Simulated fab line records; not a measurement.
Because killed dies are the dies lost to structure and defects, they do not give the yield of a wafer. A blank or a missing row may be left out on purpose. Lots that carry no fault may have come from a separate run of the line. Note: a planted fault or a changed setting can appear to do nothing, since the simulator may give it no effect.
fab line records | flow sky130
record lots=6 | wafers=18 | lastDay=50
route steps=708 shown VIA4@639 PAD_OPEN@708
lots with no fault: from the same line, run without faults
startH: hours from the record's first day to the start of the lot's first wafer shown | waitH: hours from the lot's prior step to this one | " same as the row above | L1.1+2: several wafers, shown together as one row | - either no value or no given start | * or withheld: withheld | < > ~ a bound
route shown NAME@n: names a module that has steps shown in the file, with the first one's number in the route | usual: mean and standard deviation over wafers with no fault | same: alike in all rows | chamber/n: place in a boat | sites: per-site readings | _std_site: their standard deviation | _edge_site: mean of outer sites minus mean of inner sites | radiusMm: how far each site lies from the wafer's centre | mask NAME#n: copy n | behind: the tool/chamber that last shaped the wafer | hold: the reason the lot was held/the length of the hold in hours/how it ended | device: the transistor (n, p or np) that didn't switch | end of line: tests of these same wafers at the route's end | a step without rows: its recipe alone | killed: dies lost to structure and defects at the first sort, not the wafer's yield | map: dies across one wafer; x = killed, . = not, _ = none there
set.NAME: the setting the step ran with; set.NAME@STEP: the setting that earlier step ran with | model.NAME: the simulator's own value behind a step, which no gauge read
lots seen at some steps along the route; tables by step, rows by wafer
services: when a tool's chamber went out of use (startH, in hours from the record's first day, below 0 if earlier), for how many hours, and the reason
## steps
# step SKY_VIA4_HDPCVD_00
# recipe material=SiO2 | targetThkNm=1750 | sigmaOpenFrac=0.3 | timeS=291.7 | tempC=400 | sih4FlowSccm=60 | pressureMtorr=6
# step SKY_VIA4_THK_MEAS_01
# recipe reads=SiO2_of_VIA4_HDPCVD_00
# usual VIA4_HDPCVD_THK=1755/20
lot.wafer | tool         | chamber | startH  | waitH | VIA4_HDPCVD_THK[nm]
L657.2    | filmMetro-04 | -       | 1004.41 | 0.1   | 1752
L657.3    | "            | -       | "       | "     | 1732
L657.4    | "            | -       | "       | "     | 1730
L665.2    | filmMetro-04 | -       | 1056.27 | 0.1   | 1764
L665.3    | "            | -       | "       | "     | 1780
L665.4    | "            | -       | "       | "     | 1783
L671.1    | filmMetro-02 | -       | 1089.95 | 0.1   | 1773
L671.2    | "            | -       | "       | "     | 1742
L671.3    | "            | -       | "       | "     | 1769
L673.1    | filmMetro-04 | -       | 1099.57 | 0.3   | 1774
L673.3    | "            | -       | "       | "     | 1756
L673.4    | "            | -       | "       | "     | 1774
L674.1    | filmMetro-04 | -       | 1110.94 | 0.1   | 1749
L674.5    | "            | -       | "       | "     | 1741
L674.6    | "            | -       | "       | "     | 1737
L677.4    | filmMetro-02 | -       | 1121.62 | 0.0   | 1754
L677.5    | "            | -       | "       | "     | 1746
L677.6    | "            | -       | "       | "     | 1753
# step SKY_VIA4_CMP_02
# recipe material=SiO2 | downForcePsi=4 | platenRpm=60 | padVelocityMS=0.94248
# usual edgeZonePressureFrac=1.001/0.0045 | motorCurrentA=11.6/1
lot.wafer | tool   | chamber | startH  | waitH | edgeZonePressureFrac | motorCurrentA
L657.3    | cmp-01 | 1       | 1004.46 | 0.0   | 1.000                | 10.3
L657.4    | "      | 2       | "       | "     | 1.002                | 12.6
L657.2    | "      | 3       | "       | "     | 0.999                | 12.3
L665.3    | cmp-02 | 3       | 1056.32 | 0.0   | 1.012                | 12.8
L665.4    | "      | 0       | "       | "     | 1.002                | 11.6
L665.2    | "      | 1       | "       | "     | 0.996                | 10.7
L671.2    | cmp-02 | 0       | 1090.01 | 0.0   | 1.007                | 11.0
L671.3    | "      | 2       | "       | "     | 0.999                | 10.9
L671.1    | "      | 3       | "       | "     | 1.008                | 12.8
L673.4    | cmp-01 | 0       | 1099.69 | 0.1   | 0.998                | 12.8
L673.3    | "      | 1       | "       | "     | 0.996                | 10.7
L673.1    | "      | 2       | "       | "     | 1.000                | 12.4
L674.1    | cmp-02 | 2       | 1111.00 | 0.1   | 1.008                | 10.5
L674.6    | "      | 2       | "       | "     | 1.002                | 10.8
L674.5    | "      | 3       | "       | "     | 0.993                | 13.2
L677.4    | cmp-01 | 1       | 1121.75 | 0.1   | 0.997                | 10.3
L677.5    | "      | 3       | "       | "     | 1.002                | 12.3
L677.6    | "      | 0       | "       | "     | 0.994                | 11.9
# step SKY_VIA4_BOW_MEAS_03
# recipe mode=bow
# usual VIA4_BOW=82/7
lot.wafer | tool         | chamber | startH  | waitH | VIA4_BOW[um]
L657.2    | filmMetro-04 | -       | 1004.78 | 0.2   | 78
L657.3    | "            | -       | "       | "     | 78
L657.4    | "            | -       | "       | "     | 81
L665.2    | filmMetro-02 | -       | 1056.64 | 0.2   | 74
L665.3    | "            | -       | "       | "     | 82
L665.4    | "            | -       | "       | "     | 88
L671.1    | filmMetro-04 | -       | 1090.31 | 0.1   | 87
L671.2    | "            | -       | "       | "     | 88
L671.3    | "            | -       | "       | "     | 76
L673.1    | filmMetro-01 | -       | 1099.99 | 0.1   | 76
L673.3    | "            | -       | "       | "     | 77
L673.4    | "            | -       | "       | "     | 78
L674.1    | filmMetro-01 | -       | 1111.30 | 0.2   | 87
L674.5    | "            | -       | "       | "     | 86
L674.6    | "            | -       | "       | "     | 95
L677.4    | filmMetro-02 | -       | 1122.01 | 0.2   | 85
L677.5    | "            | -       | "       | "     | 78
L677.6    | "            | -       | "       | "     | 97
# step SKY_VIA4_DEHYDRATE_04
# recipe tempC=200 | timeS=60
# step SKY_VIA4_HMDS_05
# recipe primeTimeS=60 | primeTempC=120
# step SKY_VIA4_COAT_06
# recipe resist=NOVOLAK | spinRpm=3000 | resistThkNm=1140
# step SKY_VIA4_SOFTBAKE_07
# recipe tempC=90 | timeS=60 | resist=NOVOLAK
# step SKY_VIA4_EXPOSE_08
# recipe maskId=VIM4 | na=0.6 | sourceShape=conventional | sigmaOuter=0.6 | polarization=unpolarized | targetCdNm=800 | doseMj=132
# step SKY_VIA4_PEB_09
# recipe tempC=withheld | timeS=* | resist=NOVOLAK
# step SKY_VIA4_DEVELOP_10
# recipe resist=NOVOLAK | developer=TMAH | developTimeS=60 | devTempC=23
# step SKY_VIA4_OVL_MEAS_11
# usual VIA4_OVL=-1.5/1.6
lot.wafer | tool       | chamber | startH  | waitH | VIA4_OVL[nm]
L657.2    | overlay-01 | -       | 1027.70 | 0.1   | -1.8
L657.3    | "          | -       | "       | "     | -1.5
L657.4    | "          | -       | "       | "     | -0.9
L665.2    | overlay-02 | -       | 1078.65 | 0.1   | -0.3
L665.3    | "          | -       | "       | "     | 0.4
L665.4    | "          | -       | "       | "     | -1.4
L671.1    | overlay-01 | -       | 1110.40 | 0.1   | -1.1
L671.2    | "          | -       | "       | "     | -2.1
L671.3    | "          | -       | "       | "     | -3.8
L673.1    | overlay-01 | -       | 1119.15 | 0.1   | -1.1
L673.3    | "          | -       | "       | "     | -3.8
L673.4    | "          | -       | "       | "     | -2.9
L674.1    | overlay-01 | -       | 1130.40 | 0.1   | 0.3
L674.5    | "          | -       | "       | "     | 0.7
L674.6    | "          | -       | "       | "     | -0.9
L677.4    | overlay-02 | -       | 1141.97 | 0.1   | 0.5
L677.5    | "          | -       | "       | "     | -1.1
L677.6    | "          | -       | "       | "     | -0.7
# step SKY_VIA4_ETCH_12
# recipe target=SiO2 | chemistry=C4F8/O2/Ar | stopOn=TiN | maskMaterial=NOVOLAK | sourceW=1500 | biasW=1200 | pressureMtorr=40 | c4f8FlowSccm=withheld | O2_flow_sccm=6 | Ar_flow_sccm=300 | timeS=withheld | targetDepthA=5800
# usual oesProductAu=0.925/0.0047 | rfFwdPowerW=1491/5.3
lot.wafer | tool       | chamber | startH  | waitH | oesProductAu | rfFwdPowerW | model.NOVOLAK_of_VIA4_COAT_06.thkNm
L657.2    | rieDiel-01 | 2       | 1027.73 | 0.0   | 0.924        | 1498        | 1004
L657.3    | "          | 1       | "       | "     | 0.924        | 1479        | 1009
L657.4    | "          | 3       | "       | "     | 0.926        | 1493        | 1004
L665.2    | rieDiel-01 | 3       | 1078.68 | 0.0   | 0.911        | 1252        | 1019
L665.3    | "          | 0       | "       | "     | 0.927        | 1259        | 1015
L665.4    | "          | 2       | "       | "     | 0.926        | 1255        | 1017
L671.1    | rieDiel-01 | 3       | 1110.43 | 0.0   | 0.922        | 1252        | 1021
L671.2    | "          | 2       | "       | "     | 0.926        | 1255        | 1018
L671.3    | "          | 1       | "       | "     | 0.922        | 1243        | 1025
L673.1    | rieDiel-04 | 0       | 1119.18 | 0.0   | 0.924        | 1488        | 1008
L673.3    | "          | 2       | "       | "     | 0.927        | 1492        | 1008
L673.4    | "          | 3       | "       | "     | 0.924        | 1490        | 1010
L674.1    | rieDiel-04 | 0       | 1130.43 | 0.0   | 0.929        | 1484        | 1012
L674.5    | "          | 2       | "       | "     | 0.924        | 1489        | 1015
L674.6    | "          | 1       | "       | "     | 0.926        | 1493        | 1019
L677.4    | rieDiel-04 | 2       | 1141.98 | 0.0   | 0.922        | 1493        | 1014
L677.5    | "          | 2       | "       | "     | 0.926        | 1492        | 1011
L677.6    | "          | 1       | "       | "     | 0.923        | 1497        | 1015
# step SKY_VIA4_STRIP_13
# recipe chemistry=O2/N2 | powerW=1400 | pressureMtorr=1500 | platenTempC=withheld | o2FlowSccm=3000 | n2FlowSccm=300 | overashFraction=0.5
# usual drypumpMotorCurrentA=5.5/0.48 | oesProductAu=0.709/0.0044 | stripTimeToEndpointS=12.81/0.031
# same overashFraction=0.5
lot.wafer | tool           | chamber | startH  | waitH | drypumpMotorCurrentA | oesProductAu | rfHoursCounterH | stripTimeToEndpointS
L657.2    | plasmaAsher-03 | 1       | 1027.80 | -     | 5.6                  | 0.705        | 58              | 12.78
L657.3    | "              | 0       | "       | "     | 6.0                  | 0.710        | -               | 12.79
L657.4    | "              | 1       | "       | "     | 5.5                  | 0.710        | -               | 12.79
L665.2    | plasmaAsher-02 | 1       | 1078.76 | -     | 4.7                  | 0.710        | 32              | 12.90
L665.3    | "              | 0       | "       | "     | 5.9                  | 0.707        | -               | 12.86
L665.4    | "              | 1       | "       | "     | 4.7                  | 0.714        | -               | 12.86
L671.1    | plasmaAsher-02 | 1       | 1110.51 | -     | 4.7                  | 0.712        | 35              | 12.91
L671.2    | "              | 0       | "       | "     | 5.9                  | 0.711        | 35              | 12.88
L671.3    | "              | 1       | "       | "     | 4.7                  | 0.714        | -               | 12.96
L673.1    | plasmaAsher-03 | 1       | 1119.26 | -     | 5.6                  | 0.706        | 67              | 12.83
L673.3    | "              | 0       | "       | "     | 6.0                  | 0.708        | -               | 12.77
L673.4    | "              | 1       | "       | "     | 5.5                  | 0.711        | -               | 12.80
L674.1    | plasmaAsher-01 | 1       | 1130.51 | -     | 5.5                  | 0.712        | 102             | 12.80
L674.5    | "              | 1       | "       | "     | 5.5                  | 0.705        | -               | 12.85
L674.6    | "              | 0       | "       | "     | 5.4                  | 0.703        | -               | 12.91
L677.4    | plasmaAsher-02 | 0       | 1142.09 | -     | 5.8                  | 0.717        | -               | 12.82
L677.5    | "              | 1       | "       | "     | 4.7                  | 0.705        | -               | 12.78
L677.6    | "              | 0       | "       | "     | 5.9                  | 0.704        | -               | 12.85
# step SKY_VIA4_STRIP_14
# recipe chemistry=postEtchResidueRemover | timeS=1200 | tempC=72.5
# step SKY_PAD_OPEN_PROBE_99
# usual defectLimitedYield=82.2/1.8 | killed_at_M0_to_M3=44/7.1 | killed_at_M4_up=3.1/1.9 | killedAtContacts=25/5.8 | killedAtFrontEnd=16/4.5 | killedAtOther=0.3/0.52 | killedDies=88/9.1 | killedOpen=48/6.8 | killedShort=39/5.8
# same grossDies=492 | killedAtBackSide=0
lot.wafer | tool      | chamber | startH  | waitH | defectLimitedYield[%] | killed_at_M0_to_M3 | killed_at_M4_up | killedAtContacts | killedAtFrontEnd | killedAtOther | killedDies | killedOpen | killedShort | model.etest.tester.sortNPass | model.etest.tester.sortYieldPct | model.etest.tester.sort_bin_5_pct | model.etest.via4Chain.rcOhm | model.etest.tester.sort_bin_8_pct | model.etest.tester.sort_bin_4_pct
L657.2    | prober-02 | -       | 1097.52 | 0.1   | 82.7                  | 54                 | 7               | 17               | 7                | 0             | 85         | 46         | 39          | 407                          | 82.72                           | 12.2                              | 0.7866                      | 0                                 | 0
L657.3    | prober-02 | -       | 1097.57 | 0.2   | 82.5                  | 49                 | 3               | 22               | 11               | 1             | 86         | 44         | 42          | 406                          | 82.52                           | 10.77                             | 0.7872                      | 0                                 | 0
L657.4    | prober-02 | -       | 1097.62 | 0.2   | 81.1                  | 49                 | 4               | 23               | 16               | 1             | 93         | 50         | 43          | 399                          | 81.1                            | 9.959                             | 0.7672                      | 0                                 | 0
L665.2    | prober-02 | -       | 1143.39 | 0.1   | 76.8                  | 42                 | 29              | 30               | 13               | 0             | 114        | 46         | 41          | 360                          | 73.17                           | 19.31                             | 0.9326                      | 6.246e-08                         | 0
L665.3    | prober-02 | -       | 1143.44 | 0.2   | 85.0                  | 31                 | 1               | 34               | 8                | 0             | 74         | 36         | 35          | 418                          | 84.96                           | 8.537                             | 0.7794                      | 0                                 | 0
L665.4    | prober-02 | -       | 1143.49 | 0.2   | 80.7                  | 60                 | 5               | 22               | 8                | 0             | 95         | 45         | 48          | 375                          | 76.22                           | 16.87                             | 0.8294                      | 1.39e-05                          | 0
L671.1    | prober-02 | -       | 1171.31 | 0.1   | 80.7                  | 45                 | 12              | 25               | 13               | 0             | 95         | 47         | 40          | 397                          | 80.69                           | 12.4                              | 0.7952                      | 0                                 | 0
L671.2    | prober-02 | -       | 1171.36 | 0.1   | 80.3                  | 50                 | 9               | 17               | 21               | 0             | 97         | 54         | 38          | 395                          | 80.28                           | 11.18                             | 0.8324                      | 0                                 | 0
L671.3    | prober-02 | -       | 1171.41 | 0.2   | 78.5                  | 65                 | 3               | 22               | 16               | 0             | 106        | 55         | 48          | 362                          | 73.58                           | 18.5                              | 0.8497                      | 7.34e-06                          | 4.184e-12
L673.1    | prober-02 | -       | 1178.16 | 0.1   | 84.6                  | 43                 | 2               | 17               | 14               | 0             | 76         | 42         | 34          | 416                          | 84.55                           | 9.35                              | 0.8086                      | 0                                 | 0
L673.3    | prober-02 | -       | 1178.26 | 0.2   | 84.1                  | 42                 | 3               | 24               | 9                | 0             | 78         | 48         | 30          | 414                          | 84.15                           | 8.74                              | 0.808                       | 0                                 | 0
L673.4    | prober-02 | -       | 1178.31 | 0.2   | 79.5                  | 49                 | 4               | 26               | 22               | 0             | 101        | 59         | 42          | 391                          | 79.47                           | 12.2                              | 0.8207                      | 0                                 | 0
L674.1    | prober-01 | -       | 1187.96 | 0.1   | 84.1                  | 41                 | 4               | 22               | 11               | 0             | 78         | 44         | 34          | 414                          | 84.15                           | 8.74                              | 0.777                       | 0                                 | 0
L674.5    | prober-01 | -       | 1188.16 | 0.2   | 81.1                  | 61                 | 1               | 19               | 12               | 0             | 93         | 59         | 34          | 399                          | 81.1                            | 11.79                             | 0.7876                      | 0                                 | 0
L674.6    | prober-01 | -       | 1188.21 | 0.2   | 84.6                  | 37                 | 3               | 21               | 14               | 1             | 76         | 41         | 35          | 416                          | 84.55                           | 8.943                             | 0.8049                      | 0                                 | 0
L677.4    | prober-02 | -       | 1197.12 | 0.2   | 85.0                  | 39                 | 4               | 21               | 9                | 1             | 74         | 39         | 35          | 418                          | 84.96                           | 8.537                             | 0.8006                      | 0                                 | 0
L677.5    | prober-02 | -       | 1197.17 | 0.2   | 82.1                  | 40                 | 8               | 21               | 17               | 2             | 88         | 38         | 48          | 404                          | 82.11                           | 10.57                             | 0.786                       | 0                                 | 0
L677.6    | prober-02 | -       | 1197.22 | 0.2   | 84.1                  | 38                 | 3               | 21               | 16               | 0             | 78         | 46         | 32          | 414                          | 84.15                           | 10.37                             | 0.8136                      | 0                                 | 0
# killed by level:class
L657.2 VIA1:geometricParticle:open=14 VIA2:geometricParticle:open=8 LI_CONTACT:geometricParticle:open=8 VIA1:geometricParticle:short=8 METAL1:geometricParticle:short=6 VIA3:geometricParticle:open=6 CONTACT:geometricParticle:open=5 METAL4:geometricParticle:short=5
L657.3 VIA1:geometricParticle:open=11 CONTACT:geometricParticle:open=8 VIA2:geometricParticle:open=7 METAL2:geometricParticle:short=7 METAL1:geometricParticle:short=6 LI_CONTACT:geometricParticle:open=5 CONTACT:geometricParticle:short=5 POLY_GATE:geometricParticle:short=4
L657.4 VIA2:geometricParticle:open=10 VIA1:geometricParticle:open=9 LI_CONTACT:geometricParticle:open=8 CONTACT:geometricParticle:open=8 METAL1:geometricParticle:short=8 VIA1:geometricParticle:short=8 FIELD_ISO:geometricParticle:short=6 VIA2:geometricParticle:short=4
L665.2 VIA4:areaEtch=27 CONTACT:geometricParticle:open=11 VIA2:geometricParticle:open=9 VIA1:geometricParticle:open=8 LOCAL_INTERCONNECT:geometricParticle:short=7 LI_CONTACT:geometricParticle:open=6 FIELD_ISO:geometricParticle:short=5 CONTACT:geometricParticle:short=5
L665.3 CONTACT:geometricParticle:open=9 LOCAL_INTERCONNECT:geometricParticle:short=9 CONTACT:geometricParticle:short=7 VIA2:geometricParticle:open=7 LI_CONTACT:geometricParticle:open=5 VIA1:geometricParticle:open=5 METAL2:geometricParticle:short=5 VIA1:geometricParticle:short=4
L665.4 VIA3:geometricParticle:open=10 LI_CONTACT:geometricParticle:open=9 VIA1:geometricParticle:open=9 METAL2:geometricParticle:short=9 VIA2:geometricParticle:open=9 METAL1:geometricParticle:short=6 LOCAL_INTERCONNECT:geometricParticle:short=5 VIA1:geometricParticle:short=5
L671.1 VIA1:geometricParticle:open=11 VIA4:areaEtch=8 CONTACT:geometricParticle:open=7 METAL2:geometricParticle:short=6 CONTACT:geometricParticle:short=6 LI_CONTACT:geometricParticle:open=5 VIA2:geometricParticle:open=5 LI_CONTACT:geometricParticle:short=4
L671.2 VIA1:geometricParticle:open=12 VIA2:geometricParticle:open=9 FIELD_ISO:geometricParticle:open=8 VIA1:geometricParticle:short=6 VIA3:geometricParticle:open=6 POLY_GATE:geometricParticle:short=5 METAL2:geometricParticle:short=5 CONTACT:geometricParticle:open=5
L671.3 VIA1:geometricParticle:open=16 METAL2:geometricParticle:short=11 CONTACT:geometricParticle:open=10 VIA1:geometricParticle:short=8 VIA2:geometricParticle:open=8 METAL3:geometricParticle:short=5 FIELD_ISO:geometricParticle:open=4 LOCAL_INTERCONNECT:geometricParticle:short=4
L673.1 CONTACT:geometricParticle:open=8 METAL1:geometricParticle:short=8 VIA1:geometricParticle:open=7 VIA3:geometricParticle:open=7 METAL2:geometricParticle:short=6 CONTACT:geometricParticle:short=5 VIA2:geometricParticle:open=5 FIELD_ISO:geometricParticle:short=4
L673.3 CONTACT:geometricParticle:open=11 VIA1:geometricParticle:open=8 VIA2:geometricParticle:open=8 LI_CONTACT:geometricParticle:open=6 LI_CONTACT:geometricParticle:short=5 METAL1:geometricParticle:short=5 VIA3:geometricParticle:open=4 METAL1:geometricParticle:open=3
L673.4 CONTACT:geometricParticle:open=9 LI_CONTACT:geometricParticle:open=8 VIA1:geometricParticle:open=7 VIA3:geometricParticle:open=7 VIA2:geometricParticle:open=6 FIELD_ISO:geometricParticle:short=5 POLY_GATE:geometricParticle:open=5 METAL1:geometricParticle:short=5
L674.1 CONTACT:geometricParticle:open=12 VIA1:geometricParticle:open=11 METAL2:geometricParticle:short=7 VIA3:geometricParticle:open=6 VIA2:geometricParticle:short=5 FIELD_ISO:geometricParticle:short=4 POLY_GATE:geometricParticle:open=4 CONTACT:geometricParticle:short=4
L674.5 VIA1:geometricParticle:open=18 LI_CONTACT:geometricParticle:open=8 METAL1:geometricParticle:short=8 METAL2:geometricParticle:short=8 CONTACT:geometricParticle:open=7 VIA3:geometricParticle:open=6 VIA1:geometricParticle:short=5 VIA2:geometricParticle:open=5
L674.6 METAL2:geometricParticle:short=9 CONTACT:geometricParticle:open=9 VIA1:geometricParticle:open=9 LI_CONTACT:geometricParticle:open=6 LOCAL_INTERCONNECT:geometricParticle:short=6 VIA2:geometricParticle:open=5 POLY_GATE:geometricParticle:short=4 POLY_GATE:geometricParticle:open=3
L677.4 VIA1:geometricParticle:open=9 METAL1:geometricParticle:short=8 CONTACT:geometricParticle:open=8 LI_CONTACT:geometricParticle:open=6 METAL3:geometricParticle:short=4 VIA2:geometricParticle:short=4 VIA2:geometricParticle:open=4 POLY_CUT:geometricParticle:open=3
L677.5 CONTACT:geometricParticle:open=10 VIA2:geometricParticle:open=8 VIA1:geometricParticle:open=7 LOCAL_INTERCONNECT:geometricParticle:short=6 METAL2:geometricParticle:short=6 FIELD_ISO:geometricParticle:short=5 POLY_GATE:geometricParticle:open=5 METAL1:geometricParticle:short=5
L677.6 CONTACT:geometricParticle:open=9 VIA3:geometricParticle:open=9 VIA1:geometricParticle:open=8 FIELD_ISO:geometricParticle:open=5 METAL1:geometricParticle:short=5 POLY_GATE:geometricParticle:open=4 CONTACT:geometricParticle:short=4 LI_CONTACT:geometricParticle:open=3
# map L665.2 (x killed, . not)
__________...x..xx.x_________
________.....x....x.xx_______
______.......x.x.xx.xxx._____
_____..x.x.x.xx....xxxxxx____
____......xx....x....x.xxx___
___......x.x.xx...x....xxx.__
__.......xx.............x.xx_
_x...........x...........x.xx
_x.....x.x.x.x..............x
_..........x.....xxx..xx.x...
_..........x........xx.x..x.x
_.......xx.......x..........x
_.....................x....x.
_xx....xxxx..x.....x.......x.
_..x.................x..x..xx
__.x........xx...x.....x...._
___x....x.....x..........x.__
____..xx.x..x.x...........___
_____.x............x.xx..____
______.x.x...x....x..x.._____
________..x..........._______
__________.........._________
# map L671.3 (x killed, . not)
__________x..xx....._________
________.xx..x........_______
______.x.....x......x.x._____
_____x..xx..x....xxx.xxx.____
____x.x..........xx....x..___
___x..x........x.x.x.......__
__..x.....x..x.....x......x._
_...x.x..x....x...x....x.x...
_....x...................x.xx
_......xx.x.x....xx.x...x.x..
_..x.x.x...........x.x..x..x.
_..x...xx..........x..xx.....
_.........xxxx...x..x....x...
_.....xx...x.x.x.............
_x......x.......x.x........x.
__...x..x.........x........._
___...x......x.............__
____..x......x.x.........x___
_____.x.x...x..........x.____
______............xx...._____
________.x.x..xx......_______
__________x.......x._________
## services
tool           | chamber | startH  | hours | kind
rieDiel-04     | 2       | 981.30  | 12.8  | repair
rieDiel-01     | 2       | 989.92  | 17.1  | repair
cmp-01         | -       | 1000.66 | 0.3   | repair
plasmaAsher-03 | -       | 1008.80 | 0.3   | repair
plasmaAsher-01 | -       | 1015.50 | 2.8   | pm
plasmaAsher-02 | -       | 1020.36 | 15.6  | pm
cmp-02         | -       | 1021.85 | 4.3   | pm
cmp-01         | -       | 1039.16 | 4.1   | pm
rieDiel-04     | 0       | 1061.73 | 29.8  | repair
rieDiel-01     | 0       | 1066.99 | 7.0   | repair
rieDiel-01     | 3       | 1073.34 | 2.6   | repair
plasmaAsher-01 | -       | 1078.17 | 1.4   | repair
cmp-02         | -       | 1084.28 | 4.0   | pm
cmp-02         | -       | 1088.28 | -     | consumableReplace:conditioner
cmp-02         | -       | 1088.28 | -     | consumableReplace:pad
rieDiel-04     | -       | 1095.09 | 1.6   | repair
rieDiel-04     | 1       | 1099.32 | 3.7   | repair
cmp-01         | -       | 1101.44 | 6.3   | repair
plasmaAsher-01 | -       | 1104.63 | 1.1   | repair
plasmaAsher-01 | -       | 1106.20 | 2.6   | repair
plasmaAsher-01 | -       | 1109.19 | 2.4   | repair
cmp-01         | -       | 1126.00 | 1.5   | repair
rieDiel-04     | 1       | 1136.34 | 1.3   | repair
cmp-02         | -       | 1137.78 | 0.5   | repair
## key
firstSign step=SKY_VIA4_ETCH_12 | reading=rfFwdPowerW | direction=down | sigmas=45 | usual=1491 | struck=1253
effect step=SKY_VIA4_STRIP_13 | reading=stripTimeToEndpointS | direction=up | sigmas=2.8 | usual=* | struck=* | wafersMoved=5
effect step=SKY_PAD_OPEN_PROBE_99 | reading=killed_at_M4_up | direction=up | sigmas=3.5 | usual=3.1 | struck=9.8 | wafersMoved=3
modelEffect step=SKY_VIA4_ETCH_12 | value=NOVOLAK_of_VIA4_COAT_06.thkNm | without=1011 | struck=1019
modelEffect step=SKY_PAD_OPEN_PROBE_99 | value=etest.tester.sortNPass | without=402.7 | struck=384.5
metAt SKY_VIA4_ETCH_12
struckWafers L665.2,L665.3,L665.4,L671.1,L671.2,L671.3
onsetBetween 1027.73 1078.68
fault kind=processParameterDrift | tool=rieDiel-01 | chamber=- | onsetH=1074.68 | steps=SKY_VIA4_ETCH_12 | channel=sourceW | offset=-240 | shape=step | endH=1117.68 | actsIn=theseRecipesOnly | stated=1500
